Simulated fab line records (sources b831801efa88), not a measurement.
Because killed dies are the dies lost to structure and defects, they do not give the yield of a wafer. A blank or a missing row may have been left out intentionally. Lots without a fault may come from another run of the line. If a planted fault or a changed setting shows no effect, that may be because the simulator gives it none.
fab line records | flow sky130
record lots=5 | wafers=15 | last-day=50
route steps=708 shown LDD_LDN@292 SPACER@304 POLY_CUT@307 SD_P@320 RES_XHIGH@332 SALICIDE@361 PAD_OPEN@708
lots with no fault: from the same line, run without faults
start-h: hours from the record's first day to the start of the lot's first wafer shown | wait-h: hours from the lot's prior step to this one | " unchanged from the row above | L1.1+2: a row that stands for several wafers | - no value, or no start given | * or withheld: withheld | < > ~ a bound
route shown NAME@n: NAME is a module with steps in the file, n the number in the route of the first one | usual: mean/standard deviation of fault-free wafers | same: alike in all rows | chamber/n: place in a boat | sites: each site's reading | _std_site: how widely they spread, as a standard deviation | _edge_site: inner sites' mean taken away from outer sites' mean | radius-mm: for every site, how far away it sits from the centre of the wafer | mask NAME#n: copy n | behind: the most recent tool/chamber to have shaped the wafer | hold: why the lot went on hold/how many hours it stayed there/how the hold came to an end | device: transistor that didn't switch, given as n, p or np | end of line: tests run on the same wafers once the route is complete | step lacking rows: just its recipe | killed: the dies lost at the first sort to structure and to defects; this is not the yield of the wafer | map: per-die view of a wafer (x killed, . not killed, _ where there is no die)
set.NAME: the setting the step ran with; set.NAME@STEP: the setting that earlier step ran with | model.NAME: the simulator's own value behind a step, which no gauge read
lots seen at some steps along the route; tables by step, rows by wafer
services: when a tool's chamber went out of use (start-h, in hours from the record's first day, below 0 if earlier), for how many hours, and the reason
## steps
# step SKY_LDD_LDN_SOFTBAKE_03
# recipe temp-c=90 | time-s=60 | resist=NOVOLAK
# step SKY_LDD_LDN_EXPOSE_04
# recipe mask-id=LDNTM | na=0.6 | source-shape=conventional | sigma-outer=0.6 | polarization=unpolarized | target-cd-nm=700 | dose-mj=140
# step SKY_LDD_LDN_PEB_05
# recipe temp-c=withheld | time-s=* | resist=NOVOLAK
# step SKY_LDD_LDN_DEVELOP_06
# recipe resist=NOVOLAK | developer=TMAH | develop-time-s=60 | dev-temp-c=23
# step SKY_LDD_LDN_IMPLANT_08
# recipe species=As | energy-kev=15 | dose-cm2=1.25e+13 | tilt-deg=withheld | rotation-deg=23
# step SKY_LDD_LDN_IMPLANT_09
# recipe species=As | energy-kev=15 | dose-cm2=1.259e+13 | tilt-deg=withheld | rotation-deg=113
# step SKY_LDD_LDN_IMPLANT_10
# recipe species=As | energy-kev=15 | dose-cm2=1.25e+13 | tilt-deg=withheld | rotation-deg=203
# step SKY_LDD_LDN_IMPLANT_11
# recipe species=As | energy-kev=15 | dose-cm2=1.25e+13 | tilt-deg=withheld | rotation-deg=293
# step SKY_LDD_LDN_STRIP_12
# recipe chemistry=O2/N2 | power-w=1400 | pressure-mtorr=1500 | platen-temp-c=withheld | o2-flow-sccm=3000 | n2-flow-sccm=300 | overash-fraction=0.5
# step SKY_LDD_LDN_CLEAN_14
# recipe chemistry=SC1/SC2 | mix=1:4:20 | temp-c=70 | time-s=150 | dry=n2-spin
# step SKY_SPACER_CVD_00
# recipe material=Si3N4 | precursor=DCS/NH3 | target-thk-nm=43.1 | temp-c=770 | time-s=740 | pressure-mtorr=250
# usual pressure-mtorr=250.1/0.54 | spike-tc-centre-C=771.5/2 | spike-tc-lower-C=771.1/1.1 | spike-tc-upper-C=769.6/1.1 | susceptor-temp-C=770.0/0.34
lot.wafer | tool     | chamber | start-h | wait-h | pressure-mtorr | spike-tc-centre-C | spike-tc-lower-C | spike-tc-upper-C | susceptor-temp-C | model.Si3N4_of_SPACER_CVD_00.thk-nm
L962.1    | lpcvd-02 | 0       | 536.31  | 0.0    | 249.2          | 769.1             | 770.1            | 770.8            | 770.2            | 42.5
L962.2    | "        | 0       | "       | "      | 250.0          | 769.1             | 771.0            | 769.8            | 770.8            | 42.66
L962.6    | "        | 0       | "       | "      | 249.3          | 768.9             | 772.2            | 768.7            | 769.9            | 42.16
L972.3    | lpcvd-02 | 1       | 627.66  | 0.7    | 249.9          | 769.2             | 766.9            | 764.6            | 766.1            | 39.69
L972.4    | "        | 1       | "       | "      | 249.7          | 770.4             | 767.0            | 764.7            | 765.7            | 39.76
L972.5    | "        | 1       | "       | "      | 250.6          | 768.5             | 765.9            | 764.6            | 765.6            | 39.78
L973.1    | lpcvd-02 | 1       | 629.30  | 0.0    | 249.8          | 768.1             | 765.9            | 765.0            | 765.3            | 39.29
L973.3    | "        | 1       | "       | "      | 249.6          | 770.2             | 765.9            | 763.9            | 766.0            | 39.29
L973.6    | "        | 1       | "       | "      | 250.4          | 766.9             | 768.9            | 764.9            | 765.3            | 39.52
L974.2    | lpcvd-02 | 1       | 634.53  | 0.0    | 249.5          | 768.7             | 766.7            | 764.9            | 765.8            | 39.76
L974.5    | "        | 1       | "       | "      | 249.5          | 770.1             | 767.9            | 764.8            | 765.7            | 39.76
L974.6    | "        | 1       | "       | "      | 250.3          | 768.3             | 766.3            | 763.8            | 766.0            | 40.04
L982.2    | lpcvd-02 | 1       | 701.49  | 0.0    | 250.3          | 773.1             | 768.6            | 767.9            | 770.0            | 42.94
L982.3    | "        | 1       | "       | "      | 249.5          | 773.5             | 772.8            | 768.3            | 770.5            | 43.21
L982.6    | "        | 1       | "       | "      | 250.4          | 772.9             | 771.1            | 769.0            | 769.5            | 42.99
# step SKY_SPACER_THK_MEAS_01
# recipe reads=Si3N4_of_SPACER_CVD_00
# usual SPACER_CVD_00_THK=42.9/0.43
lot.wafer | tool          | chamber | start-h | wait-h | SPACER_CVD_00_THK[nm]
L962.1    | film-metro-03 | -       | 537.51  | 0.0    | 42.6
L962.2    | "             | -       | "       | "      | 42.6
L962.6    | "             | -       | "       | "      | 42.1
L972.3    | film-metro-02 | -       | 628.88  | 0.0    | 39.7
L972.4    | "             | -       | "       | "      | 39.8
L972.5    | "             | -       | "       | "      | 39.8
L973.1    | film-metro-03 | -       | 630.50  | 0.0    | 39.3
L973.3    | "             | -       | "       | "      | 39.2
L973.6    | "             | -       | "       | "      | 39.5
L974.2    | film-metro-02 | -       | 635.74  | 0.0    | 39.8
L974.5    | "             | -       | "       | "      | 39.8
L974.6    | "             | -       | "       | "      | 40.0
L982.2    | film-metro-02 | -       | 702.71  | 0.0    | 43.0
L982.3    | "             | -       | "       | "      | 43.2
L982.6    | "             | -       | "       | "      | 43.0
# step SKY_SPACER_ETCHBACK_02
# recipe chemistry=CH3F/O2 | target=Si3N4 | stop-on=SiO2 | source-w=400 | bias-w=80 | pressure-mtorr=25 | ch3f-flow-sccm=40 | O2_flow_sccm=30 | time-s=46.7 | target-depth-a=450
# usual O2_flow_sccm=29.99/0.08 | bias-w=79.99/0.25 | drypump-motor-current-A=5.6/0.57 | oes-product-au=0.853/0.0067 | throttle-valve-pct=10.561/0.0086
lot.wafer | tool        | chamber | start-h | wait-h | O2_flow_sccm | bias-w | drypump-motor-current-A | oes-product-au | rf-hours-counter-h | throttle-valve-pct | model.etch.depth-nm
L962.1    | rie-diel-03 | 2       | 537.57  | 0.1    | 29.94        | 80.46  | 4.6                     | 0.848          | 10                 | 10.559             | 42.5
L962.2    | "           | 3       | "       | "      | 29.97        | 79.62  | 5.8                     | 0.857          | 14                 | 10.564             | 42.66
L962.6    | "           | 0       | "       | "      | 29.90        | 80.22  | 5.9                     | 0.845          | -                  | 10.567             | 42.16
L972.3    | rie-diel-02 | 3       | 628.92  | 0.0    | 29.98        | 79.65  | 6.5                     | 0.817          | 3                  | 10.563             | 39.69
L972.4    | "           | 0       | "       | "      | 29.97        | 80.11  | 5.1                     | 0.814          | 6                  | 10.553             | 39.76
L972.5    | "           | 3       | "       | "      | 30.07        | 79.60  | 6.5                     | 0.821          | -                  | 10.561             | 39.78
L973.1    | rie-diel-03 | 2       | 630.56  | 0.1    | 29.84        | 80.02  | 4.6                     | 0.816          | 12                 | 10.553             | 39.29
L973.3    | "           | 1       | "       | "      | 29.85        | 79.50  | 5.6                     | 0.803          | 17                 | 10.559             | 39.29
L973.6    | "           | 1       | "       | "      | 30.01        | 80.25  | 5.6                     | 0.816          | -                  | 10.549             | 39.52
L974.2    | rie-diel-03 | 2       | 635.79  | 0.0    | 29.98        | 79.83  | 4.6                     | 0.811          | 12                 | 10.558             | 39.76
L974.5    | "           | 2       | "       | "      | 30.12        | 79.76  | 4.6                     | 0.825          | -                  | 10.552             | 39.76
L974.6    | "           | 1       | "       | "      | 29.87        | 80.41  | 5.6                     | 0.824          | -                  | 10.549             | 40.04
L982.2    | rie-diel-04 | 3       | 702.76  | 0.0    | 30.02        | 79.78  | 5.7                     | 0.853          | 8                  | 10.546             | 42.94
L982.3    | "           | 2       | "       | "      | 30.08        | 80.06  | 5.7                     | 0.864          | 6                  | 10.561             | 43.21
L982.6    | "           | 1       | "       | "      | 30.05        | 79.99  | 6.5                     | 0.853          | -                  | 10.545             | 42.99
# step SKY_POLY_CUT_DEHYDRATE_00
# recipe temp-c=200 | time-s=60
# step SKY_POLY_CUT_HMDS_01
# recipe prime-time-s=60 | prime-temp-c=120
# step SKY_POLY_CUT_COAT_02
# recipe resist=BARC | temp-c=withheld | time-s=withheld | spin-rpm=3000 | resist-thk-nm=60
# step SKY_POLY_CUT_COAT_03
# recipe resist=KrF-thick | spin-rpm=3000 | resist-thk-nm=450
# step SKY_POLY_CUT_SOFTBAKE_04
# recipe temp-c=99.59 | time-s=90 | resist=KrF-thick
# step SKY_POLY_CUT_EXPOSE_05
# recipe mask-id=NPCM | na=0.8 | source-shape=annular | sigma-inner=0.55 | sigma-outer=0.85 | target-cd-nm=270 | dose-mj=32
# step SKY_POLY_CUT_PEB_06
# recipe peb-temp-c=withheld | peb-time-s=withheld | resist=KrF-thick
# step SKY_POLY_CUT_DEVELOP_07
# recipe develop-time-s=60 | resist=KrF-thick | dev-temp-c=21
# step SKY_POLY_CUT_ETCH_10
# recipe chemistry=N2/H2 | target=BARC | ion-energy-ev=200 | source-w=500 | bias-w=100 | pressure-mtorr=30 | n2-flow-sccm=100 | h2-flow-sccm=200 | stop-on=SiO2 | time-s=45.9 | target-depth-a=600
# step SKY_POLY_CUT_ETCH_11
# recipe target=Si3N4 | chemistry=CF4/CH2F2/Ar | stop-on=poly-Si | source-w=600 | bias-w=150 | pressure-mtorr=40 | cf4-flow-sccm=40 | ch2f2-flow-sccm=20 | Ar_flow_sccm=150 | time-s=42.5 | target-depth-a=600
# step SKY_POLY_CUT_STRIP_12
# recipe chemistry=O2/N2 | power-w=1400 | pressure-mtorr=1500 | platen-temp-c=withheld | o2-flow-sccm=3000 | n2-flow-sccm=300 | overash-fraction=0.5
# step SKY_SD_P_DEHYDRATE_00
# recipe temp-c=200 | time-s=60
# step SKY_SD_P_HMDS_01
# recipe prime-time-s=60 | prime-temp-c=120
# step SKY_SD_P_COAT_02
# recipe resist=NOVOLAK | spin-rpm=3000 | resist-thk-nm=1140
# step SKY_SD_P_SOFTBAKE_03
# recipe temp-c=90 | time-s=60 | resist=NOVOLAK
# step SKY_SD_P_EXPOSE_04
# recipe mask-id=PSDM | na=0.6 | source-shape=conventional | sigma-outer=0.6 | polarization=unpolarized | target-cd-nm=380 | dose-mj=138
# step SKY_SD_P_PEB_05
# recipe temp-c=withheld | time-s=* | resist=NOVOLAK
# step SKY_SD_P_DEVELOP_06
# recipe resist=NOVOLAK | developer=TMAH | develop-time-s=60 | dev-temp-c=23
# step SKY_SD_P_IMPLANT_09
# recipe species=BF2 | energy-kev=20 | dose-cm2=3e+15 | tilt-deg=0
# step SKY_SD_P_STRIP_10
# recipe chemistry=O2/N2 | power-w=1400 | pressure-mtorr=1500 | platen-temp-c=withheld | o2-flow-sccm=3000 | n2-flow-sccm=300 | overash-fraction=0.5
# step SKY_RES_XHIGH_DEHYDRATE_00
# recipe temp-c=200 | time-s=60
# step SKY_RES_XHIGH_HMDS_01
# recipe prime-time-s=60 | prime-temp-c=120
# step SKY_SALICIDE_CLEAN_00
# recipe chemistry=HF-last | time-s=30 | dilution=100:1 | dry=ipa-marangoni
lot.wafer | tool         | chamber | start-h | wait-h | model.Si3N4_of_SPACER_CVD_00.thk-nm
L962.1    | wet-bench-02 | 2       | 657.19  | 0.1    | 41.51
L962.2    | "            | 2       | "       | "      | 41.68
L962.6    | "            | 2       | "       | "      | 41.18
L972.3    | wet-bench-03 | 2       | 742.07  | 0.1    | 38.72
L972.4    | "            | 2       | "       | "      | 38.79
L972.5    | "            | 2       | "       | "      | 38.8
L973.1+3  | wet-bench-04 | 3       | 745.73  | 0.1    | 38.29
L973.6    | "            | 3       | "       | "      | 38.53
L974.2+5  | wet-bench-02 | 1       | 749.31  | 0.1    | 38.77
L974.6    | "            | 1       | "       | "      | 39.06
L982.2    | wet-bench-04 | 3       | 811.80  | 0.1    | 41.95
L982.3    | "            | 3       | "       | "      | 42.23
L982.6    | "            | 3       | "       | "      | 42.01
# step SKY_PAD_OPEN_PROBE_99
# usual killed_at_M0_to_M3=44/7.4 | killed_at_M4_up=3.2/1.8 | killed-at-contacts=25/5.2 | killed-at-front-end=15/4.5 | killed-at-other=0.2/0.43 | killed-dies=87/9.6 | killed-open=48/7.6 | killed-short=40/5.7
# same gross-dies=492 | killed-at-back-side=0
lot.wafer | tool      | chamber | start-h | wait-h | killed_at_M0_to_M3 | killed_at_M4_up | killed-at-contacts | killed-at-front-end | killed-at-other | killed-dies | killed-open | killed-short | model.etest.pfet_01v8.r-on-ohm-um | model.etest.sonos-uncharged.r-on-ohm-um | model.etest.pfet_01v8.drive-ua-um | model.etest.pfet_01v8_hvt.drive-ua-um | model.etest.pfet_01v8.off-log10-a-um | model.etest.pfet_01v8_hvt.off-log10-a-um
L962.1    | prober-02 | -       | 1082.51 | 0.1    | 50                 | 6               | 21                 | 12                  | 0               | 89          | 49          | 40           | 2804                              | 809.7                                   | 200.7                             | 150.3                                 | -9.259                               | -12.73
L962.2    | prober-02 | -       | 1082.56 | 0.1    | 40                 | 0               | 25                 | 14                  | 0               | 79          | 42          | 37           | 2840                              | 806                                     | 198.7                             | 149.3                                 | -9.174                               | -12.66
L962.6    | prober-02 | -       | 1082.76 | 0.2    | 40                 | 2               | 28                 | 18                  | 0               | 88          | 59          | 29           | 2841                              | 816.8                                   | 198                               | 146.7                                 | -9.127                               | -13.02
L972.3    | prober-02 | -       | 1142.62 | 0.2    | 40                 | 3               | 30                 | 16                  | 0               | 89          | 55          | 34           | 2849                              | 788.9                                   | 195.2                             | 145.4                                 | -9.521                               | -13.04
L972.4    | prober-02 | -       | 1142.67 | 0.2    | 32                 | 0               | 21                 | 12                  | 0               | 65          | 36          | 29           | 2775                              | 792.2                                   | 204                               | 151.5                                 | -9.317                               | -12.81
L972.5    | prober-02 | -       | 1142.72 | 0.2    | 44                 | 3               | 27                 | 23                  | 0               | 97          | 52          | 45           | 2830                              | 783.3                                   | 197.6                             | 147.5                                 | -9.364                               | -12.89
L973.1    | prober-01 | -       | 1146.71 | 0.1    | 46                 | 4               | 16                 | 12                  | 0               | 78          | 43          | 35           | 2894                              | 795.8                                   | 192.7                             | 141.9                                 | -9.781                               | -13.18
L973.3    | prober-01 | -       | 1146.81 | 0.2    | 35                 | 9               | 27                 | 22                  | 0               | 93          | 49          | 44           | 2826                              | 784.5                                   | 199.7                             | 148.2                                 | -9.313                               | -12.99
L973.6    | prober-01 | -       | 1146.96 | 0.2    | 44                 | 3               | 14                 | 14                  | 0               | 75          | 35          | 40           | 2871                              | 792.1                                   | 193.6                             | 144.1                                 | -9.591                               | -13.04
L974.2    | prober-02 | -       | 1149.57 | 0.1    | 52                 | 1               | 25                 | 24                  | 2               | 104         | 58          | 46           | 2811                              | 798.4                                   | 196.2                             | 148.6                                 | -9.331                               | -12.9
L974.5    | prober-02 | -       | 1149.72 | 0.2    | 45                 | 2               | 23                 | 19                  | 0               | 89          | 46          | 43           | 2876                              | 798.7                                   | 196                               | 147.7                                 | -9.496                               | -12.97
L974.6    | prober-02 | -       | 1149.77 | 0.2    | 47                 | 3               | 32                 | 18                  | 0               | 100         | 59          | 41           | 2818                              | 777.5                                   | 197.7                             | 149.2                                 | -9.48                                | -12.88
L982.2    | prober-02 | -       | 1189.97 | 0.1    | 31                 | 2               | 29                 | 7                   | 0               | 69          | 36          | 33           | 2869                              | 821.4                                   | 195.7                             | 146.1                                 | -9.586                               | -13.04
L982.3    | prober-02 | -       | 1190.02 | 0.2    | 49                 | 3               | 30                 | 12                  | 0               | 94          | 58          | 36           | 2851                              | 829.1                                   | 199.3                             | 147.1                                 | -9.36                                | -13.04
L982.6    | prober-02 | -       | 1190.17 | 0.2    | 44                 | 7               | 31                 | 19                  | 0               | 101         | 48          | 53           | 2871                              | 816.8                                   | 195.6                             | 144.8                                 | -9.665                               | -13.15
# killed by level:class
L962.1 VIA1:geometric-particle:open=10 CONTACT:geometric-particle:open=7 METAL2:geometric-particle:short=7 LI_CONTACT:geometric-particle:open=6 METAL1:geometric-particle:short=6 VIA2:geometric-particle:open=5 POLY_GATE:geometric-particle:open=4 LOCAL_INTERCONNECT:geometric-particle:short=4
L962.2 CONTACT:geometric-particle:open=10 LI_CONTACT:geometric-particle:open=7 VIA1:geometric-particle:short=7 FIELD_ISO:geometric-particle:short=6 VIA2:geometric-particle:open=6 METAL2:geometric-particle:short=5 VIA3:geometric-particle:open=5 CONTACT:geometric-particle:short=4
L962.6 VIA1:geometric-particle:open=13 CONTACT:geometric-particle:open=10 VIA3:geometric-particle:open=10 LI_CONTACT:geometric-particle:open=9 FIELD_ISO:geometric-particle:open=5 METAL1:geometric-particle:short=5 SPACER:geometric-particle:open=4 LOCAL_INTERCONNECT:geometric-particle:short=4
L972.3 VIA1:geometric-particle:open=16 LI_CONTACT:geometric-particle:open=13 METAL1:geometric-particle:short=7 LI_CONTACT:geometric-particle:short=6 VIA2:geometric-particle:open=6 CONTACT:geometric-particle:short=5 CONTACT:geometric-particle:open=5 FIELD_ISO:geometric-particle:short=4
L972.4 VIA2:geometric-particle:open=8 CONTACT:geometric-particle:open=7 FIELD_ISO:geometric-particle:short=6 LI_CONTACT:geometric-particle:open=6 VIA1:geometric-particle:open=6 CONTACT:geometric-particle:short=5 METAL1:geometric-particle:short=4 VIA3:geometric-particle:open=4
L972.5 CONTACT:geometric-particle:open=11 FIELD_ISO:geometric-particle:open=8 METAL1:geometric-particle:short=7 VIA1:geometric-particle:open=7 VIA2:geometric-particle:open=6 VIA3:geometric-particle:open=6 FIELD_ISO:geometric-particle:short=5 LI_CONTACT:geometric-particle:short=5
L973.1 VIA1:geometric-particle:open=15 CONTACT:geometric-particle:open=9 METAL2:geometric-particle:short=8 METAL1:geometric-particle:short=7 VIA3:geometric-particle:open=6 POLY_GATE:geometric-particle:short=5 FIELD_ISO:geometric-particle:open=3 VIA2:geometric-particle:open=3
L973.3 CONTACT:geometric-particle:open=12 VIA1:geometric-particle:open=10 POLY_GATE:geometric-particle:open=9 METAL2:geometric-particle:short=9 LI_CONTACT:geometric-particle:open=8 METAL4:geometric-particle:short=7 FIELD_ISO:geometric-particle:short=4 CONTACT:geometric-particle:short=4
L973.6 VIA1:geometric-particle:open=11 METAL2:geometric-particle:short=8 CONTACT:geometric-particle:open=5 VIA3:geometric-particle:short=5 VIA3:geometric-particle:open=4 METAL1:geometric-particle:short=4 VIA1:geometric-particle:short=4 SPACER:geometric-particle:open=3
L974.2 VIA1:geometric-particle:open=15 CONTACT:geometric-particle:open=12 FIELD_ISO:geometric-particle:open=7 VIA1:geometric-particle:short=7 LI_CONTACT:geometric-particle:open=6 FIELD_ISO:geometric-particle:short=5 POLY_GATE:geometric-particle:open=5 METAL1:geometric-particle:short=5
L974.5 VIA1:geometric-particle:open=14 FIELD_ISO:geometric-particle:short=9 CONTACT:geometric-particle:open=9 METAL2:geometric-particle:short=6 LI_CONTACT:geometric-particle:open=5 VIA2:geometric-particle:open=5 FIELD_ISO:geometric-particle:open=4 METAL1:geometric-particle:short=4
L974.6 VIA1:geometric-particle:open=13 LI_CONTACT:geometric-particle:open=11 CONTACT:geometric-particle:open=10 FIELD_ISO:geometric-particle:short=6 VIA3:geometric-particle:open=6 METAL1:geometric-particle:short=5 VIA1:geometric-particle:short=4 VIA2:geometric-particle:open=4
L982.2 CONTACT:geometric-particle:open=14 LI_CONTACT:geometric-particle:open=6 METAL2:geometric-particle:short=6 LOCAL_INTERCONNECT:geometric-particle:short=5 VIA1:geometric-particle:short=4 METAL1:geometric-particle:short=4 POLY_GATE:geometric-particle:short=3 CONTACT:geometric-particle:short=3
L982.3 CONTACT:geometric-particle:open=15 VIA3:geometric-particle:open=10 VIA1:geometric-particle:open=10 LOCAL_INTERCONNECT:geometric-particle:short=6 VIA1:geometric-particle:short=6 POLY_GATE:geometric-particle:open=4 VIA2:geometric-particle:open=4 VIA3:geometric-particle:short=4
L982.6 VIA1:geometric-particle:open=12 METAL1:geometric-particle:short=9 LI_CONTACT:geometric-particle:short=8 POLY_GATE:geometric-particle:short=7 LI_CONTACT:geometric-particle:open=7 CONTACT:geometric-particle:open=7 VIA1:geometric-particle:short=6 FIELD_ISO:geometric-particle:open=4
## services
tool         | chamber | start-h | hours | kind
rie-diel-03  | 1       | 514.22  | 47.6  | repair
rie-diel-04  | -       | 520.75  | 0.4   | repair
rie-diel-03  | 2       | 523.45  | 2.3   | repair
rie-diel-02  | 0       | 585.36  | 3.8   | repair
rie-diel-04  | 1       | 592.78  | -     | clean
rie-diel-04  | 1       | 592.78  | 20.3  | scheduled-down
rie-diel-04  | 1       | 592.78  | 20.3  | vent-cycle
rie-diel-03  | 3       | 594.02  | 6.8   | repair
rie-diel-03  | 2       | 608.93  | 3.3   | repair
lpcvd-02     | -       | 611.54  | 0.9   | repair
rie-diel-04  | -       | 618.67  | 15.6  | pm
rie-diel-03  | 0       | 634.86  | 5.1   | repair
rie-diel-04  | 0       | 636.45  | 7.8   | repair
rie-diel-03  | 3       | 643.73  | 24.0  | repair
rie-diel-03  | 2       | 650.29  | 4.8   | repair
rie-diel-02  | 1       | 661.48  | 6.4   | repair
wet-bench-04 | -       | 688.89  | 53.3  | pm
rie-diel-02  | -       | 693.06  | 0.2   | repair
rie-diel-02  | 2       | 697.85  | 3.4   | repair
wet-bench-02 | -       | 768.02  | 2.9   | repair
rie-diel-02  | -       | 772.54  | 2.8   | pm
wet-bench-03 | -       | 774.28  | 9.1   | repair
rie-diel-02  | 3       | 778.03  | 3.1   | repair
rie-diel-04  | 0       | 809.73  | 7.5   | repair
## key
first-sign step=SKY_SPACER_CVD_00 | reading=susceptor-temp-C | direction=down | sigmas=13 | usual=* | struck=*
effect step=SKY_SPACER_CVD_00 | reading=spike-tc-upper-C | direction=down | sigmas=4.6 | usual=769.6 | struck=764.6
effect step=SKY_SPACER_THK_MEAS_01 | reading=SPACER_CVD_00_THK | direction=down | sigmas=7.6 | usual=42.9 | struck=39.7
effect step=SKY_SPACER_ETCHBACK_02 | reading=oes-product-au | direction=down | sigmas=5.5 | usual=0.853 | struck=0.816
model-effect step=SKY_SPACER_CVD_00 | value=Si3N4_of_SPACER_CVD_00.thk-nm | without=43.22 | struck=39.66
model-effect step=SKY_SPACER_ETCHBACK_02 | value=etch.depth-nm | without=43.22 | struck=39.66
model-effect step=SKY_SALICIDE_CLEAN_00 | value=Si3N4_of_SPACER_CVD_00.thk-nm | without=42.23 | struck=38.67
model-effect step=SKY_PAD_OPEN_PROBE_99 | value=etest.pfet_01v8.r-on-ohm-um | without=2952 | struck=2839
met-at SKY_SPACER_CVD_00
struck-wafers L972.3,L972.4,L972.5,L973.1,L973.3,L973.6,L974.2,L974.5,L974.6
tester-left-out L972,L973,L974
fault kind=process-parameter-drift | tool=lpcvd-02 | chamber=- | onset-h=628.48 | steps=SKY_SPACER_CVD_00 | channel=temp-c | offset=* | shape=step | end-h=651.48 | acts-in=* | stated=*
# tester-left-out: of these lots the tester's yield and bins aren't shown, on N5 and GAA mostly nor the transistor test; their killed dies are dies lost to structure and defects alone, not to doping, threshold or leakage, so they don't give the yield
